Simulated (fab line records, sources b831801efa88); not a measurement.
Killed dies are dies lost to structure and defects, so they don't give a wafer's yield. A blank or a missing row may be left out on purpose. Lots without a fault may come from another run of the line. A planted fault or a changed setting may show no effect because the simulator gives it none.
A struck lot beside a sound one | flow sky130 | 20 steps out of a route of 708
Sound: wafers L683.1, L683.5, L683.6. Struck: wafers L684.2, L684.3, L684.6. The cause comes at the end.
At each step with rows: each side's tool, then ch and its chambers, then its first start. Under that, the readings that differ: sound wafers | struck wafers | difference of the means | sigmas: that difference in standard deviations of wafers without a fault.
alike: readings whose means differ by less than 2 such deviations, and words and numbers that are the same on both sides. not compared: withheld readings, readings that some wafer has no value for, bounds like >300 that may hide the same value, and numbers for which the record gives no deviation and whose values overlap.
The two part at a step that has a row with sigmas, a row that says differs or no value, or rows on one side only. Numbers that don't overlap but have no deviation are shown without sigmas and don't part them. A reading that every wafer of one side lacks parts them only if that side has two wafers or more.

SKY_FIELD_ISO_BOW_MEAS_00:
  sound on film_metro-02, day 3 07:00; struck on film_metro-02, day 3 12:01
  alike: INCOMING_BOW
then, 1 step without rows for these wafers: SKY_FIELD_ISO_OXIDATION_01 (stabilise 600 s, purge 300 s, target thk 12 nm).
SKY_FIELD_ISO_THK_MEAS_02:
  sound on film_metro-04, day 3 09:28; struck on film_metro-03, day 3 13:38
  alike: FIELD_ISO_OXIDATION_00_THK
then, 1 step without rows for these wafers: SKY_FIELD_ISO_CVD_03 (deposits Si3N4 from DCS/NH3, target thk 165 nm, time 2830 s).
SKY_FIELD_ISO_THK_MEAS_04:
  sound on film_metro-04, day 3 11:19; struck on film_metro-03, day 3 16:27
  reading                   | sound             | struck            | difference | sigmas
  FIELD_ISO_CVD_03_THK (nm) | 162.3 162.8 162.3 | 166.1 165.5 167.3 | +3.8       | +2
then, 5 steps without rows for these wafers: SKY_FIELD_ISO_DEHYDRATE_05 (time 60 s); SKY_FIELD_ISO_HMDS_06 (prime time 60 s); SKY_FIELD_ISO_COAT_07 (resist thk 60 nm); SKY_FIELD_ISO_COAT_08 (resist thk 450 nm); SKY_FIELD_ISO_SOFTBAKE_09 (time 90 s).
SKY_FIELD_ISO_EXPOSE_10: exposes mask FOM, target cd 150 nm.
  sound on krf_scanner-01 ch 0, day 3 19:17; struck on krf_scanner-02 ch 0, day 4 01:43
  reading | sound             | struck                     | difference | sigmas
  mask    | FOM#0 FOM#0 FOM#0 | FOM_R1#0 FOM_R1#0 FOM_R1#0 | differs    |
  alike: reticle_temp_C, stage_vel_mm_s
then, 2 steps without rows for these wafers: SKY_FIELD_ISO_PEB_11; SKY_FIELD_ISO_DEVELOP_12 (develop time 60 s).
SKY_FIELD_ISO_CD_MEAS_13: target cd 150 nm.
  sound on cd_sem-02, day 4 03:38; struck on cd_sem-02, day 4 09:52
  reading    | sound             | struck            | difference | sigmas
  cd_nm (nm) | 152.4 153.1 153.7 | 140.1 140.3 139.8 | -13.0      | -8
SKY_FIELD_ISO_ETCH_14: etches BARC in N2/H2, stops on SiO2, time 45.9 s, target depth 60 nm.
  sound on rie_diel-02 ch 0,2,3, day 4 03:46; struck on rie_diel-04 ch 0,1, day 4 09:58
  reading                    | sound             | struck            | difference | sigmas
  oes_product_au (a.u.)      | 0.865 0.867 0.864 | 0.852 0.864 0.851 | -0.010     | -2
  model.FIELD_ISO.cd_nm (nm) | 152.5 152.6 153.9 | 140.1 140.5 140.2 | -12.7      |
  alike: drypump_motor_current_A, rf_fwd_power_W, throttle_valve_pct
  not compared: rf_hours_counter_h
SKY_FIELD_ISO_ETCH_15: etches the open film in CHF3/O2, stops on Si, target depth 180 nm, time 72 s.
  sound on rie_diel-02 ch 0,2,3, day 4 03:48; struck on rie_diel-04 ch 0,1, day 4 10:01
  alike: drypump_motor_current_A, oes_product_au, rf_fwd_power_W, throttle_valve_pct
  not compared: rf_hours_counter_h
SKY_FIELD_ISO_STRIP_16: strips in O2/N2.
  sound on plasma_asher-04 ch 0,1, day 4 03:52; struck on plasma_asher-01 ch 0,1, day 4 10:04
  reading                     | sound       | struck      | difference | sigmas
  drypump_motor_current_A (A) | 6.2 6.2 5.9 | 5.3 5.6 5.3 | -0.7       | -2
  alike: o2_flow_sccm, oes_product_au, strip_time_to_endpoint_s
  not compared: rf_hours_counter_h
SKY_FIELD_ISO_ETCH_17: etches Si in HBr/Cl2/O2, target depth 342 nm, time 97.7 s.
  sound on rie_si-01 ch 0,1, day 4 03:58; struck on rie_si-01 ch 0,1,2, day 4 10:10
  reading                    | sound           | struck          | difference | sigmas
  model.FIELD_ISO.cd_nm (nm) | 151 151.7 152.3 | 140.4 140 139.7 | -11.6      |
  alike: drypump_motor_current_A, he_backside_leak_sccm, oes_product_au, rf_fwd_power_W, throttle_valve_pct
  not compared: rf_hours_counter_h
then, 1 step without rows for these wafers: SKY_FIELD_ISO_WET_ETCH_18 (etches Si3N4 in H3PO4, target depth 25 nm, time 286 s).
-- the record jumps here: 44 days lie between the struck wafers' starts before and after (it left off in module FIELD_ISO and takes up again in module PAD_OPEN, whose first step shown is number 708 of the route) --
SKY_PAD_OPEN_PROBE_99:
  sound on prober-02, day 47 22:56; struck on prober-01, day 48 07:24
  reading                                | sound             | struck            | difference | sigmas
  model.etest.res_pdiff.line_ohm_um      | 1312 1303 1306    | 1445 1467 1487    | +159       |
  model.etest.res_ndiff.line_ohm_um      | 749.8 747.2 740.4 | 824 811.1 818.6   | +72        |
  model.etest.sram_nfet_pass.drive_ua_um | 495.3 497.8 523.8 | 451.6 428.4 442.5 | -64.8      |
  model.etest.res_pdiff.width_nm (nm)    | 145.6 146.2 146   | 134.9 134.9 133.3 | -11.6      |
  model.etest.res_ndiff.width_nm (nm)    | 157.6 158.6 159.7 | 147.3 147.5 147.1 | -11.3      |
  alike: killed_at_M0_to_M3, killed_at_M4_up, killed_at_contacts, killed_at_front_end, killed_at_other, killed_dies, killed_open, killed_short

WHERE THEY PART
First at SKY_FIELD_ISO_THK_MEAS_04; last, within this record, at SKY_FIELD_ISO_STRIP_16. Later steps at which nothing parts them and some readings are alike: SKY_FIELD_ISO_ETCH_17, SKY_PAD_OPEN_PROBE_99.

WHY: what the simulator had put in
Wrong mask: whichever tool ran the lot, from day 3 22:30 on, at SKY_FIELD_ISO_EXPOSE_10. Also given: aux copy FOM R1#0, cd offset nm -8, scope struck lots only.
